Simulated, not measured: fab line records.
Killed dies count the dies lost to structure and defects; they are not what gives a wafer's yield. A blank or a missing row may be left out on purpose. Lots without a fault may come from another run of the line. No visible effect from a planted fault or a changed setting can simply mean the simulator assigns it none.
fab line records    flow sky130
[record] lots = 6  wafers = 18  last-day = 50
route steps=708 shown NWELL@79 PWDE@84 VT_ADJUST_HVTP@85 PAD_OPEN@708
lots that met no fault: from a run of the same line without faults
start-h: start of the lot's first displayed wafer, in hours after the record's first day    wait-h: hours since the lot's step before    " the same as in the row above    L1.1+2: several wafers, shown together as one row    - no value, or no start was given    * or withheld: withheld    < > ~ a bound
route shown NAME@n: NAME is a module with steps in the file, n the number in the route of the first one    usual: mean and standard deviation over wafers with no fault    same: alike in all rows    chamber/n: place in a boat    sites: the reading at each site    _std_site: standard deviation of those values    _edge_site: outer sites' mean less inner sites'    radius-mm: for every site, how far away it sits from the centre of the wafer    mask NAME#n: copy n    behind: the most recent tool/chamber to have shaped the wafer    hold: why the lot went on hold/how many hours it stayed there/how the hold came to an end    device: the transistor (n, p or np) that didn't switch    end of line: at the end of the route, the tests of the same wafers    a step without rows: its recipe alone    killed: dies that structure and defects cost at the first sort, which is not the same as the wafer's yield    map: per-die view of a wafer (x killed, . not killed, _ where there is no die)
set.NAME: the setting the step ran with; set.NAME@STEP: the setting that earlier step ran with    model.NAME: the simulator's own value behind a step, which no gauge read
lots at selected steps of the route; one table per step, one row per wafer
[[steps]]
[step SKY_NWELL_TW_MEAS_26]
[usual] NWELL_2_TW = 494/3.8
lot.wafer  tool           chamber  start-h  wait-h  NWELL_2_TW
L349.1     film-metro-03  -        141.71   0.1     494
L349.2     "              -        "        "       495
L349.3     "              -        "        "       496
L352.1     film-metro-04  -        178.14   0.1     496
L352.2     "              -        "        "       498
L352.6     "              -        "        "       498
L359.2     film-metro-03  -        207.98   0.1     490
L359.3     "              -        "        "       493
L359.5     "              -        "        "       492
L362.4     film-metro-04  -        227.75   0.1     499
L362.5     "              -        "        "       498
L362.6     "              -        "        "       500
L363.3     film-metro-03  -        234.71   0.1     493
L363.5     "              -        "        "       494
L363.6     "              -        "        "       494
L365.2     film-metro-04  -        241.13   0.1     502
L365.3     "              -        "        "       498
L365.5     "              -        "        "       502
[step SKY_NWELL_CLEAN_27]
[recipe] chemistry = SC1/SC2  mix = 1:4:20  temp-c = 70  time-s = 150  dry = n2-spin
[step SKY_NWELL_RTA_28]
[recipe] temp-c = 1050  time-s = 30  idle-temp-c = 650  ramp-up-c-per-s = 150  ramp-down-c-per-s = 90  ambient = N2
[usual] lamp-power-pct = 25.31/0.058  ramp-down-c-per-s = 90.000/0.017  wafer_temp_C_max = 1054.8/0.93
[same] time-s = 30
lot.wafer  tool           chamber  start-h  wait-h  lamp-power-pct  ramp-down-c-per-s  wafer_temp_C_max
L349.1     rtp-anneal-01  0        141.82   0.0     25.39           89.988             1055.0
L349.2     "              0        "        "       25.41           90.002             1054.2
L349.3     "              0        "        "       25.26           90.016             1053.0
L352.1     rtp-anneal-02  0        178.25   0.0     25.31           90.026             1057.8
L352.2     "              0        "        "       25.39           90.020             1054.6
L352.6     "              0        "        "       25.20           89.986             1056.7
L359.2     rtp-anneal-01  0        208.10   0.0     25.31           89.979             1054.6
L359.3     "              0        "        "       25.29           89.978             1055.4
L359.5     "              0        "        "       25.37           89.973             1055.1
L362.4     rtp-anneal-01  0        227.88   0.1     25.32           89.991             1056.1
L362.5     "              0        "        "       25.31           89.991             1054.0
L362.6     "              0        "        "       25.31           90.005             1053.3
L363.3     rtp-anneal-01  0        234.86   0.1     25.20           89.979             1054.3
L363.5     "              0        "        "       25.28           89.991             1054.0
L363.6     "              0        "        "       25.30           89.966             1054.6
L365.2     rtp-anneal-02  0        241.25   0.0     25.27           90.003             1056.8
L365.3     "              0        "        "       25.32           90.011             1053.9
L365.5     "              0        "        "       25.26           89.998             1055.4
[step SKY_NWELL_RS_MEAS_29]
[recipe] thk-meas-gauge = four-point-probe
[usual] NWELL_RS = 625.5/1.4
lot.wafer  tool           chamber  start-h  wait-h  NWELL_RS[ohm/sq]
L349.1     film-metro-04  -        141.92   0.1     624.9
L349.2     "              -        "        "       625.2
L349.3     "              -        "        "       624.8
L352.1     film-metro-03  -        178.35   0.1     625.0
L352.2     "              -        "        "       626.0
L352.6     "              -        "        "       625.2
L359.2     film-metro-03  -        208.20   0.1     624.9
L359.3     "              -        "        "       625.2
L359.5     "              -        "        "       623.5
L362.4     film-metro-02  -        227.99   0.1     624.2
L362.5     "              -        "        "       625.7
L362.6     "              -        "        "       625.3
L363.3     film-metro-04  -        235.04   0.1     625.8
L363.5     "              -        "        "       625.1
L363.6     "              -        "        "       626.7
L365.2     film-metro-03  -        241.35   0.1     625.1
L365.3     "              -        "        "       624.0
L365.5     "              -        "        "       624.0
[step SKY_NWELL_RS_MEAS_31]
[recipe] thk-meas-gauge = four-point-probe
[usual] PWDE_RS = 5283/17
lot.wafer  tool           chamber  start-h  wait-h  PWDE_RS[ohm/sq]
L349.1     film-metro-04  -        142.16   0.1     5298
L349.2     "              -        "        "       5269
L349.3     "              -        "        "       5278
L352.1     film-metro-03  -        178.59   0.1     5290
L352.2     "              -        "        "       5297
L352.6     "              -        "        "       5296
L359.2     film-metro-03  -        208.44   0.1     5304
L359.3     "              -        "        "       5305
L359.5     "              -        "        "       5303
L362.4     film-metro-02  -        228.23   0.1     5281
L362.5     "              -        "        "       5278
L362.6     "              -        "        "       5258
L363.3     film-metro-04  -        235.28   0.1     5243
L363.5     "              -        "        "       5235
L363.6     "              -        "        "       5250
L365.2     film-metro-03  -        241.59   0.1     5283
L365.3     "              -        "        "       5291
L365.5     "              -        "        "       5282
[step SKY_VT_ADJUST_HVTP_DEHYDRATE_00]
[recipe] temp-c = 200  time-s = 60
[step SKY_VT_ADJUST_HVTP_HMDS_01]
[recipe] prime-time-s = 60  prime-temp-c = 120
[step SKY_VT_ADJUST_HVTP_COAT_02]
[recipe] resist = NOVOLAK  spin-rpm = 3000  resist-thk-nm = 1140
[step SKY_VT_ADJUST_HVTP_SOFTBAKE_03]
[recipe] temp-c = 90  time-s = 60  resist = NOVOLAK
[step SKY_VT_ADJUST_HVTP_EXPOSE_04]
[recipe] mask-id = HVTPM  na = 0.6  source-shape = conventional  sigma-outer = 0.6  polarization = unpolarized  target-cd-nm = 380  dose-mj = 140
[step SKY_VT_ADJUST_HVTP_PEB_05]
[recipe] temp-c = withheld  time-s = *  resist = NOVOLAK
[step SKY_VT_ADJUST_HVTP_DEVELOP_06]
[recipe] resist = NOVOLAK  developer = TMAH  develop-time-s = 60  dev-temp-c = 23
[usual] developer-temp-C = 23.01/0.099  resist-line-temp-C = 22.98/0.12
[same] develop-time-s = 60
lot.wafer  tool            chamber  start-h  wait-h  developer-temp-C  resist-line-temp-C
L349.1     litho-track-01  0        160.61   0.1     22.90             23.04
L349.2     "               0        "        "       22.95             22.98
L349.3     "               0        "        "       22.94             22.82
L352.1     litho-track-02  0        198.92   0.1     22.96             23.01
L352.2     "               0        "        "       23.10             23.01
L352.6     "               0        "        "       23.08             22.94
L359.2     litho-track-03  0        230.16   0.1     23.08             23.01
L359.3     "               0        "        "       23.10             23.17
L359.5     "               0        "        "       22.89             23.06
L362.4     litho-track-03  0        251.31   0.1     25.13             22.87
L362.5     "               0        "        "       25.17             22.91
L362.6     "               0        "        "       25.11             23.04
L363.3     litho-track-03  0        258.78   0.1     25.27             22.75
L363.5     "               0        "        "       25.37             22.83
L363.6     "               0        "        "       25.25             22.93
L365.2     litho-track-02  0        264.75   0.1     23.23             22.94
L365.3     "               0        "        "       23.09             22.85
L365.5     "               0        "        "       23.08             23.00
[step SKY_VT_ADJUST_HVTP_CD_MEAS_07]
[recipe] target-cd-nm = 380
[usual] cd-nm = 380.3/2.6
lot.wafer  tool       chamber  start-h  wait-h  hold                      cd-nm
L349.1     cd-sem-02  -        160.76   0.1     -                         381.3
L349.2     "          -        "        "       -                         379.1
L349.3     "          -        "        "       -                         381.0
L352.1     cd-sem-02  -        199.07   0.1     -                         379.8
L352.2     "          -        "        "       -                         380.0
L352.6     "          -        "        "       -                         377.9
L359.2     cd-sem-02  -        230.30   0.1     -                         381.6
L359.3     "          -        "        "       -                         383.6
L359.5     "          -        "        "       -                         381.2
L362.4     cd-sem-01  -        251.44   0.1     await-dispo/0.2h/release  373.5
L362.5     "          -        "        "       await-dispo/0.2h/release  371.5
L362.6     "          -        "        "       await-dispo/0.2h/release  372.8
L362.4     cd-sem-01  -        251.73   0.3     -                         373.2
L362.5     "          -        "        "       -                         371.2
L362.6     "          -        "        "       -                         372.3
L363.3     cd-sem-01  -        258.92   0.1     -                         379.7
L363.5     "          -        "        "       -                         377.5
L363.6     "          -        "        "       -                         377.6
L365.2     cd-sem-02  -        264.89   0.1     -                         379.8
L365.3     "          -        "        "       -                         380.7
L365.5     "          -        "        "       -                         382.0
[step SKY_VT_ADJUST_HVTP_OVL_MEAS_08]
[usual] VT_ADJUST_HVTP_OVL = 0.3/1.3
lot.wafer  tool        chamber  start-h  wait-h  hold                      VT_ADJUST_HVTP_OVL[nm]
L349.1     overlay-02  -        160.88   0.1     -                         -0.3
L349.2     "           -        "        "       -                         0.4
L349.3     "           -        "        "       -                         0.7
L352.1     overlay-02  -        199.19   0.1     -                         -1.2
L352.2     "           -        "        "       -                         -2.3
L352.6     "           -        "        "       -                         -0.4
L359.2     overlay-02  -        230.41   0.1     -                         -0.5
L359.3     "           -        "        "       -                         -1.3
L359.5     "           -        "        "       -                         -0.7
L362.4     overlay-02  -        252.98   1.2     await-dispo/1.2h/release  -1.6
L362.5     "           -        "        "       await-dispo/1.2h/release  0.5
L362.6     "           -        "        "       await-dispo/1.2h/release  0.0
L363.3     overlay-01  -        259.02   0.1     -                         1.1
L363.5     "           -        "        "       -                         1.1
L363.6     "           -        "        "       -                         0.7
L365.2     overlay-01  -        265.00   0.1     -                         -0.1
L365.3     "           -        "        "       -                         0.0
L365.5     "           -        "        "       -                         0.0
[step SKY_PAD_OPEN_PROBE_99]
[usual] killed_at_M0_to_M3 = 44/7.2  killed_at_M4_up = 3.1/1.8  killed-at-contacts = 24/4.5  killed-at-front-end = 16/4.4  killed-at-other = 0.2/0.42  killed-dies = 87/8.9  killed-open = 48/6.4  killed-short = 39/6.2
[same] gross-dies = 492  killed-at-back-side = 0
lot.wafer  tool       chamber  start-h  wait-h  killed_at_M0_to_M3  killed_at_M4_up  killed-at-contacts  killed-at-front-end  killed-at-other  killed-dies  killed-open  killed-short
L349.1     prober-02  -        1102.85  0.1     38                  2                27                  17                   0                84           43           41
L349.2     prober-02  -        1102.90  0.1     46                  7                18                  13                   0                84           43           41
L349.3     prober-02  -        1102.95  0.2     45                  3                19                  6                    0                73           44           29
L352.1     prober-01  -        1138.27  0.1     33                  3                27                  14                   0                77           44           33
L352.2     prober-01  -        1138.32  0.1     43                  5                24                  14                   0                86           41           45
L352.6     prober-01  -        1138.52  0.2     39                  3                28                  12                   1                83           49           34
L359.2     prober-02  -        1163.58  0.1     47                  3                24                  20                   0                94           54           40
L359.3     prober-02  -        1163.63  0.2     53                  4                29                  12                   0                98           46           52
L359.5     prober-02  -        1163.73  0.2     44                  2                17                  17                   0                80           47           33
L362.4     prober-01  -        1177.49  0.2     46                  1                32                  27                   0                106          58           48
L362.5     prober-01  -        1177.54  0.2     37                  2                30                  14                   1                84           48           36
L362.6     prober-01  -        1177.59  0.2     39                  3                22                  18                   0                82           39           43
L363.3     prober-02  -        1186.64  0.2     36                  4                19                  14                   0                73           38           35
L363.5     prober-02  -        1186.74  0.2     54                  3                24                  10                   0                91           53           38
L363.6     prober-02  -        1186.79  0.2     36                  1                38                  14                   0                89           48           41
L365.2     prober-02  -        1188.69  0.1     38                  3                29                  12                   0                82           47           35
L365.3     prober-02  -        1188.74  0.2     41                  5                26                  16                   0                88           49           39
L365.5     prober-02  -        1188.84  0.2     45                  5                27                  13                   1                91           48           43
// killed by level:class
L349.1 VIA1:geometric-particle:open=11 CONTACT:geometric-particle:open=9 LI_CONTACT:geometric-particle:open=7 LOCAL_INTERCONNECT:geometric-particle:short=6 METAL1:geometric-particle:short=6 VIA1:geometric-particle:short=6 FIELD_ISO:geometric-particle:open=4 FIELD_ISO:geometric-particle:short=3
L349.2 VIA1:geometric-particle:open=14 METAL2:geometric-particle:short=7 FIELD_ISO:geometric-particle:open=6 VIA2:geometric-particle:open=6 METAL4:geometric-particle:short=6 LI_CONTACT:geometric-particle:open=5 VIA3:geometric-particle:short=4 CONTACT:geometric-particle:short=4
L349.3 VIA1:geometric-particle:open=12 VIA2:geometric-particle:open=8 CONTACT:geometric-particle:open=7 LI_CONTACT:geometric-particle:open=6 METAL1:geometric-particle:short=6 VIA3:geometric-particle:open=6 VIA3:geometric-particle:short=5 LOCAL_INTERCONNECT:geometric-particle:short=3
L352.1 LI_CONTACT:geometric-particle:open=14 VIA1:geometric-particle:open=11 METAL2:geometric-particle:short=8 CONTACT:geometric-particle:open=6 POLY_GATE:geometric-particle:short=4 LI_CONTACT:geometric-particle:short=4 VIA3:geometric-particle:open=4 METAL1:geometric-particle:short=3
L352.2 VIA1:geometric-particle:open=10 LI_CONTACT:geometric-particle:open=7 VIA1:geometric-particle:short=7 CONTACT:geometric-particle:short=6 CONTACT:geometric-particle:open=6 VIA3:geometric-particle:open=6 FIELD_ISO:geometric-particle:short=5 METAL1:geometric-particle:short=5
L352.6 CONTACT:geometric-particle:open=15 LI_CONTACT:geometric-particle:open=7 VIA1:geometric-particle:short=7 FIELD_ISO:geometric-particle:open=6 VIA1:geometric-particle:open=6 VIA3:geometric-particle:open=6 VIA2:geometric-particle:open=4 METAL1:geometric-particle:open=3
L359.2 VIA1:geometric-particle:open=18 FIELD_ISO:geometric-particle:short=7 FIELD_ISO:geometric-particle:open=7 VIA1:geometric-particle:short=7 LI_CONTACT:geometric-particle:open=7 CONTACT:geometric-particle:open=7 VIA3:geometric-particle:open=6 CONTACT:geometric-particle:short=5
L359.3 VIA1:geometric-particle:open=14 CONTACT:geometric-particle:open=12 VIA1:geometric-particle:short=9 LI_CONTACT:geometric-particle:open=7 METAL1:geometric-particle:short=7 POLY_GATE:geometric-particle:short=5 METAL2:geometric-particle:short=5 LI_CONTACT:geometric-particle:short=4
L359.5 VIA1:geometric-particle:open=11 VIA1:geometric-particle:short=10 FIELD_ISO:geometric-particle:open=7 CONTACT:geometric-particle:open=6 VIA3:geometric-particle:open=6 LI_CONTACT:geometric-particle:open=4 METAL1:geometric-particle:short=4 METAL2:geometric-particle:short=4
L362.4 CONTACT:geometric-particle:open=12 FIELD_ISO:geometric-particle:short=9 FIELD_ISO:geometric-particle:open=9 VIA1:geometric-particle:open=8 METAL2:geometric-particle:short=8 LOCAL_INTERCONNECT:geometric-particle:short=7 VIA2:geometric-particle:open=7 CONTACT:geometric-particle:short=6
L362.5 CONTACT:geometric-particle:open=12 VIA1:geometric-particle:open=8 LI_CONTACT:geometric-particle:open=6 METAL1:geometric-particle:short=5 VIA1:geometric-particle:short=5 METAL2:geometric-particle:short=5 VIA2:geometric-particle:open=5 POLY_GATE:geometric-particle:open=4
L362.6 VIA1:geometric-particle:open=9 CONTACT:geometric-particle:short=7 METAL2:geometric-particle:short=7 CONTACT:geometric-particle:open=6 VIA2:geometric-particle:open=5 METAL1:geometric-particle:short=5 FIELD_ISO:geometric-particle:short=4 LI_CONTACT:geometric-particle:open=4
L363.3 VIA1:geometric-particle:open=8 CONTACT:geometric-particle:open=7 VIA3:geometric-particle:open=5 FIELD_ISO:geometric-particle:open=4 LI_CONTACT:geometric-particle:short=4 CONTACT:geometric-particle:short=4 VIA3:geometric-particle:short=4 VIA1:geometric-particle:short=4
L363.5 VIA1:geometric-particle:open=18 CONTACT:geometric-particle:open=9 VIA2:geometric-particle:open=7 VIA2:geometric-particle:short=5 METAL1:geometric-particle:short=5 LI_CONTACT:geometric-particle:open=4 LOCAL_INTERCONNECT:geometric-particle:short=4 CONTACT:geometric-particle:short=4
L363.6 LI_CONTACT:geometric-particle:open=11 CONTACT:geometric-particle:open=9 VIA1:geometric-particle:open=8 FIELD_ISO:geometric-particle:open=6 LOCAL_INTERCONNECT:geometric-particle:short=6 VIA3:geometric-particle:open=6 VIA2:geometric-particle:short=5 LI_CONTACT:geometric-particle:short=5
L365.2 VIA1:geometric-particle:open=13 LI_CONTACT:geometric-particle:open=6 CONTACT:geometric-particle:short=6 CONTACT:geometric-particle:open=6 VIA3:geometric-particle:open=6 LI_CONTACT:geometric-particle:short=5 FIELD_ISO:geometric-particle:open=4 LOCAL_INTERCONNECT:geometric-particle:short=4
L365.3 VIA1:geometric-particle:open=10 LI_CONTACT:geometric-particle:open=8 CONTACT:geometric-particle:open=8 VIA2:geometric-particle:open=7 METAL1:geometric-particle:short=6 VIA1:geometric-particle:short=6 METAL2:geometric-particle:short=5 FIELD_ISO:geometric-particle:short=4
L365.5 CONTACT:geometric-particle:open=11 LI_CONTACT:geometric-particle:open=9 FIELD_ISO:geometric-particle:open=6 VIA3:geometric-particle:open=6 METAL1:geometric-particle:short=6 VIA1:geometric-particle:open=6 METAL2:geometric-particle:short=6 VIA3:geometric-particle:short=5
[[key]]
[first-sign] step = SKY_VT_ADJUST_HVTP_DEVELOP_06  reading = developer-temp-C  direction = up  sigmas = 22  usual = *  struck = *
[effect] step = SKY_VT_ADJUST_HVTP_CD_MEAS_07  reading = visit  direction = added
met-at SKY_VT_ADJUST_HVTP_DEVELOP_06
struck-wafers L362.4,L362.5,L362.6,L363.3,L363.5,L363.6
tester-left-out L362,L363
onset-between 230.16 251.31
[fault] kind = process-parameter-drift  tool = litho-track-03  chamber = -  onset-h = 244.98  steps = SKY_VT_ADJUST_HVTP_DEVELOP_06  channel = dev-temp-c  offset = *  shape = step  end-h = 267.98  acts-in = *  stated = *
// tester-left-out: of these lots the tester's yield and bins aren't shown, on N5 and GAA mostly nor the transistor test; their killed dies are dies lost to structure and defects alone, not to doping, threshold or leakage, so they don't give the yield
